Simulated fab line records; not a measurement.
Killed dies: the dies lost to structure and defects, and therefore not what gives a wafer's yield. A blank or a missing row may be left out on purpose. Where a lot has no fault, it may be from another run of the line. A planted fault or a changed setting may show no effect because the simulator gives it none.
fab line records	flow sky130
record: lots: 12	wafers: 36	last_day: 50
route steps=708 shown FIELD_ISO@24 VT_ADJUST_HVTP@93 LDD_N@246 CONTACT@406
lots with no fault: from the same line, run without faults
start_h: hours from the record's first day to the start of the lot's first wafer shown	wait_h: how many hours have passed since the lot's step before this one	" identical to the entry in the row above	L1.1+2: one row covering several wafers at once	- either no value or no given start	* or withheld: withheld	< > ~ a bound
route shown NAME@n: names a module that has steps shown in the file, with the first one's number in the route	usual: the fault-free wafers' mean and standard deviation	same: alike in all rows	chamber/n: place in a boat	sites: the reading at each site	_std_site: the standard deviation of these	_edge_site: outer sites' mean less inner sites'	radius_mm: how far each site lies from the wafer's centre	mask NAME#n: copy n	behind: tool/chamber where the wafer was last shaped	hold: reason for holding the lot/hours on hold/outcome of the hold	device: the transistor (n, p or np) that didn't switch	end of line: tests of these same wafers at the route's end	a step with no rows: only its recipe	killed: the dies lost at the first sort to structure and to defects; this is not the yield of the wafer	map: the dies of a wafer, with x for killed, . for not killed, _ for no die there
set.NAME: the setting the step ran with; set.NAME@STEP: the setting that earlier step ran with	model.NAME: the simulator's own value behind a step, which no gauge read
the route's steps for a sample of lots (tables are steps, rows are wafers)
services: when a tool's chamber went out of use (start_h, in hours from the record's first day, below 0 if earlier), for how many hours, and the reason
== steps ==
step: SKY_FIELD_ISO_THK_MEAS_23
recipe: reads: SiO2_of_FIELD_ISO_OXIDATION_22
usual: FIELD_ISO_OXIDATION_01_THK: 9.95/0.17
lot.wafer	tool	chamber	start_h	wait_h	FIELD_ISO_OXIDATION_01_THK[nm]
L261.1	film_metro-02	-	44.84	0.0	9.70
L261.3	"	-	"	"	9.71
L261.6	"	-	"	"	9.61
L262.2	film_metro-01	-	47.71	0.0	9.84
L262.4	"	-	"	"	9.83
L262.5	"	-	"	"	9.73
L264.1	film_metro-01	-	55.94	0.0	9.76
L264.2	"	-	"	"	9.80
L264.4	"	-	"	"	10.10
L265.1	film_metro-02	-	60.85	0.0	10.05
L265.2	"	-	"	"	10.12
L265.5	"	-	"	"	9.93
L267.1	film_metro-04	-	70.69	0.0	10.10
L267.5	"	-	"	"	9.97
L267.6	"	-	"	"	9.95
L270.4	film_metro-01	-	89.15	0.0	10.49
L270.5	"	-	"	"	10.28
L270.6	"	-	"	"	10.37
L271.1	film_metro-02	-	92.01	0.0	10.31
L271.3	"	-	"	"	10.27
L271.4	"	-	"	"	10.19
L276.4	film_metro-02	-	119.94	0.0	9.74
L276.5	"	-	"	"	9.78
L276.6	"	-	"	"	9.93
L279.2	film_metro-04	-	135.41	0.0	9.73
L279.3	"	-	"	"	9.93
L279.6	"	-	"	"	9.76
L280.2	film_metro-04	-	141.07	0.0	9.88
L280.3	"	-	"	"	9.82
L280.6	"	-	"	"	9.86
L281.4	film_metro-02	-	147.33	0.0	9.88
L281.5	"	-	"	"	9.95
L281.6	"	-	"	"	9.71
L282.1	film_metro-02	-	153.88	0.0	9.71
L282.3	"	-	"	"	9.69
L282.4	"	-	"	"	9.78
step: SKY_VT_ADJUST_HVTP_OVL_MEAS_08
usual: VT_ADJUST_HVTP_OVL: 0.2/1.2
lot.wafer	tool	chamber	start_h	wait_h	VT_ADJUST_HVTP_OVL[nm]
L261.1	overlay-01	-	136.19	0.1	0.4
L261.3	"	-	"	"	-1.7
L261.6	"	-	"	"	-1.3
L262.2	overlay-01	-	140.28	0.1	-1.3
L262.4	"	-	"	"	-0.7
L262.5	"	-	"	"	-0.6
L264.1	overlay-01	-	150.74	0.1	-0.8
L264.2	"	-	"	"	0.0
L264.4	"	-	"	"	0.2
L265.1	overlay-02	-	155.64	0.1	1.7
L265.2	"	-	"	"	0.9
L265.5	"	-	"	"	-0.2
L267.1	overlay-02	-	167.13	0.1	0.2
L267.5	"	-	"	"	0.2
L267.6	"	-	"	"	-0.5
L270.4	overlay-02	-	190.56	0.1	0.5
L270.5	"	-	"	"	-0.2
L270.6	"	-	"	"	0.5
L271.1	overlay-02	-	197.49	0.1	-0.3
L271.3	"	-	"	"	0.1
L271.4	"	-	"	"	0.7
L276.4	overlay-02	-	230.76	0.1	1.4
L276.5	"	-	"	"	1.1
L276.6	"	-	"	"	0.2
L279.2	overlay-01	-	248.04	0.1	0.2
L279.3	"	-	"	"	0.3
L279.6	"	-	"	"	-0.5
L280.2	overlay-01	-	256.93	0.1	1.6
L280.3	"	-	"	"	0.7
L280.6	"	-	"	"	0.7
L281.4	overlay-02	-	262.79	0.1	0.6
L281.5	"	-	"	"	0.2
L281.6	"	-	"	"	0.2
L282.1	overlay-02	-	270.74	0.1	-1.7
L282.3	"	-	"	"	-0.7
L282.4	"	-	"	"	-1.3
step: SKY_LDD_N_IMPLANT_09
recipe: species: As	energy_kev: 20	dose_cm2: 7.5e+13	tilt_deg: withheld	rotation_deg: 113
usual: beam_on_s: 10.00/0.21	faraday_current_uA: 423/8.9
lot.wafer	tool	chamber	start_h	wait_h	beam_on_s	faraday_current_uA
L261.1	implanter-04	0	449.23	0.1	10.10	418
L261.3	"	0	"	"	10.08	419
L261.6	"	0	"	"	10.03	421
L262.2	implanter-04	0	450.45	0.1	10.37	406
L262.4	"	0	"	"	10.27	411
L262.5	"	0	"	"	9.83	429
L264.1	implanter-02	0	451.79	0.1	9.73	435
L264.2	"	0	"	"	10.12	418
L264.4	"	0	"	"	9.72	432
L265.1	implanter-04	0	452.83	0.1	10.06	422
L265.2	"	0	"	"	10.01	423
L265.5	"	0	"	"	10.50	402
L267.1	implanter-04	0	472.35	0.1	9.82	430
L267.5	"	0	"	"	9.88	428
L267.6	"	0	"	"	10.59	400
L270.4	implanter-02	0	495.20	0.1	12.27	343
L270.5	"	0	"	"	12.30	346
L270.6	"	0	"	"	12.67	334
L271.1	implanter-02	0	509.80	0.1	12.39	342
L271.3	"	0	"	"	12.12	350
L271.4	"	0	"	"	12.32	343
L276.4	implanter-04	0	555.65	0.1	10.09	421
L276.5	"	0	"	"	9.94	424
L276.6	"	0	"	"	9.95	426
L279.2	implanter-01	0	570.93	0.1	10.18	415
L279.3	"	0	"	"	10.10	419
L279.6	"	0	"	"	9.85	430
L280.2	implanter-02	0	583.65	0.1	10.15	418
L280.3	"	0	"	"	10.12	418
L280.6	"	0	"	"	9.93	425
L281.4	implanter-04	0	588.03	0.1	10.11	417
L281.5	"	0	"	"	9.88	427
L281.6	"	0	"	"	9.92	425
L282.1	implanter-01	0	594.33	0.1	9.83	430
L282.3	"	0	"	"	10.21	415
L282.4	"	0	"	"	10.02	422
step: SKY_LDD_N_STRIP_16
recipe: chemistry: O2/N2	power_w: 1400	pressure_mtorr: 1500	platen_temp_c: withheld	o2_flow_sccm: 3000	n2_flow_sccm: 300	overash_fraction: 0.5
usual: drypump_motor_current_A: 5.67/0.18	n2_flow_sccm: 299.9/0.81	oes_product_au: 0.406/0.0048	strip_time_to_endpoint_s: 4.315/0.015
lot.wafer	tool	chamber	start_h	wait_h	drypump_motor_current_A	n2_flow_sccm	oes_product_au	rf_hours_counter_h	strip_time_to_endpoint_s
L261.1	plasma_asher-03	0	450.28	0.1	5.77	300.4	0.409	34	4.309
L261.3	"	1	"	"	5.41	298.8	0.404	-	4.290
L261.6	"	1	"	"	5.42	299.4	0.398	-	4.280
L262.2	plasma_asher-04	0	451.48	0.1	5.73	299.7	0.411	79	4.319
L262.4	"	1	"	"	5.61	298.5	0.407	-	4.308
L262.5	"	1	"	"	5.54	299.5	0.413	-	4.311
L264.1	plasma_asher-03	1	452.84	0.1	5.42	299.2	0.400	34	4.335
L264.2	"	0	"	"	5.79	300.2	0.403	34	4.343
L264.4	"	0	"	"	5.80	300.3	0.398	-	4.322
L265.1	plasma_asher-03	0	453.88	0.1	5.82	299.3	0.414	35	4.293
L265.2	"	1	"	"	5.40	300.0	0.406	35	4.296
L265.5	"	1	"	"	5.40	300.8	0.398	-	4.308
L267.1	plasma_asher-03	0	473.40	0.1	5.82	298.6	0.406	37	4.318
L267.5	"	1	"	"	5.41	301.3	0.406	-	4.318
L267.6	"	0	"	"	5.81	300.3	0.400	-	4.317
L270.4	plasma_asher-03	0	496.21	0.1	5.83	300.3	0.411	-	4.375
L270.5	"	0	"	"	5.83	299.9	0.400	-	4.348
L270.6	"	1	"	"	5.42	301.6	0.406	-	4.382
L271.1	plasma_asher-04	0	510.85	0.1	5.74	300.3	0.402	85	4.376
L271.3	"	0	"	"	5.74	300.7	0.412	-	4.383
L271.4	"	1	"	"	5.52	299.2	0.413	-	4.380
L276.4	plasma_asher-04	1	556.66	0.1	5.60	299.7	0.404	-	4.306
L276.5	"	1	"	"	5.59	299.7	0.405	-	4.312
L276.6	"	0	"	"	5.74	299.5	0.410	-	4.329
L279.2	plasma_asher-03	1	571.95	0.1	5.41	301.2	0.405	46	4.326
L279.3	"	0	"	"	5.79	300.7	0.414	-	4.322
L279.6	"	1	"	"	5.40	300.4	0.412	-	4.310
L280.2	plasma_asher-04	1	584.68	0.1	5.58	301.6	0.408	93	4.317
L280.3	"	1	"	"	5.57	300.9	0.401	-	4.323
L280.6	"	1	"	"	5.60	299.8	0.417	-	4.313
L281.4	plasma_asher-03	0	589.04	0.1	5.80	299.1	0.407	-	4.316
L281.5	"	0	"	"	5.82	299.6	0.408	-	4.309
L281.6	"	1	"	"	5.42	299.4	0.401	-	4.315
L282.1	plasma_asher-04	1	595.38	0.1	5.56	299.9	0.393	94	4.335
L282.3	"	1	"	"	5.52	300.6	0.399	-	4.318
L282.4	"	0	"	"	5.71	300.7	0.413	-	4.312
step: SKY_CONTACT_CVD_00
recipe: material: Si3N4	target_thk_nm: 75	temp_c: 400	time_s: withheld	rf_w: 450
usual: heater_power_w: 741/100
lot.wafer	tool	chamber	start_h	wait_h	heater_power_w
L261.1	pecvd-04	2	745.53	0.0	759
L261.3	"	1	"	"	684
L261.6	"	2	"	"	772
L262.2	pecvd-03	2	748.73	0.0	741
L262.4	"	2	"	"	749
L262.5	"	1	"	"	607
L264.1	pecvd-04	0	750.82	0.0	618
L264.2	"	1	"	"	684
L264.4	"	2	"	"	849
L265.1	pecvd-02	1	751.84	0.0	959
L265.2	"	2	"	"	866
L265.5	"	0	"	"	758
L267.1	pecvd-03	1	768.47	0.0	702
L267.5	"	1	"	"	705
L267.6	"	2	"	"	745
L270.4	pecvd-04	2	789.28	0.0	870
L270.5	"	1	"	"	644
L270.6	"	0	"	"	624
L271.1	pecvd-03	1	803.20	0.0	591
L271.3	"	0	"	"	782
L271.4	"	0	"	"	778
L276.4	pecvd-04	2	841.67	0.0	876
L276.5	"	1	"	"	615
L276.6	"	0	"	"	662
L279.2	pecvd-02	0	856.57	0.0	636
L279.3	"	0	"	"	664
L279.6	"	0	"	"	663
L280.2	pecvd-04	2	867.49	0.0	849
L280.3	"	0	"	"	608
L280.6	"	2	"	"	851
L281.4	pecvd-02	1	871.80	0.0	1056
L281.5	"	0	"	"	687
L281.6	"	2	"	"	859
L282.1	pecvd-03	2	877.20	0.0	701
L282.3	"	0	"	"	758
L282.4	"	2	"	"	703
== services ==
tool	chamber	start_h	hours	kind
implanter-02	-	446.59	4.9	pm
implanter-04	-	489.86	1.7	repair
pecvd-04	-	502.84	2.8	pm
implanter-04	-	566.57	4.7	pm
pecvd-03	2	582.21	5.1	repair
pecvd-03	-	601.88	5.5	pm
implanter-04	-	602.34	1.5	pm
implanter-02	-	603.24	2.3	repair
plasma_asher-04	-	606.65	2.8	pm
pecvd-03	-	609.11	2.8	pm
plasma_asher-03	-	622.71	0.4	repair
implanter-04	-	627.17	5.0	repair
pecvd-03	-	666.44	28.1	pm
pecvd-04	2	710.76	5.6	repair
pecvd-03	1	711.69	19.9	repair
implanter-02	-	728.08	2.1	repair
plasma_asher-04	-	733.75	9.0	pm
implanter-02	-	747.52	0.5	repair
implanter-02	-	761.97	0.6	repair
pecvd-04	0	815.59	5.1	repair
pecvd-03	0	817.03	12.9	repair
pecvd-03	1	845.36	58.8	repair
implanter-04	-	847.43	0.5	repair
implanter-04	-	850.37	2.3	repair
== key ==
first_sign: step: SKY_LDD_N_IMPLANT_09	reading: beam_on_s	direction: up	sigmas: 11	usual: 10.00	struck: 12.34
effect: step: SKY_LDD_N_IMPLANT_09	reading: faraday_current_uA	direction: down	sigmas: 9	usual: 423	struck: 343
effect: step: SKY_LDD_N_STRIP_16	reading: strip_time_to_endpoint_s	direction: up	sigmas: 4.1	usual: *	struck: *
met_at SKY_LDD_N_IMPLANT_09
struck_lots L270,L271
tester_left_out L270,L271
not_acting_at SKY_FIELD_ISO_THK_MEAS_23,SKY_VT_ADJUST_HVTP_OVL_MEAS_08,SKY_CONTACT_CVD_00
onset_between 451.79 495.20
fault: kind: process_parameter_drift	tool: implanter-02	chamber: -	onset_h: 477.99	steps: SKY_LDD_N_IMPLANT_09	channel: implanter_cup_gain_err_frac	offset: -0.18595	shape: step	end_h: 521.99
tester_left_out: of these lots the tester's yield and bins aren't shown, on N5 and GAA mostly nor the transistor test; their killed dies are dies lost to structure and defects alone, not to doping, threshold or leakage, so they don't give the yield
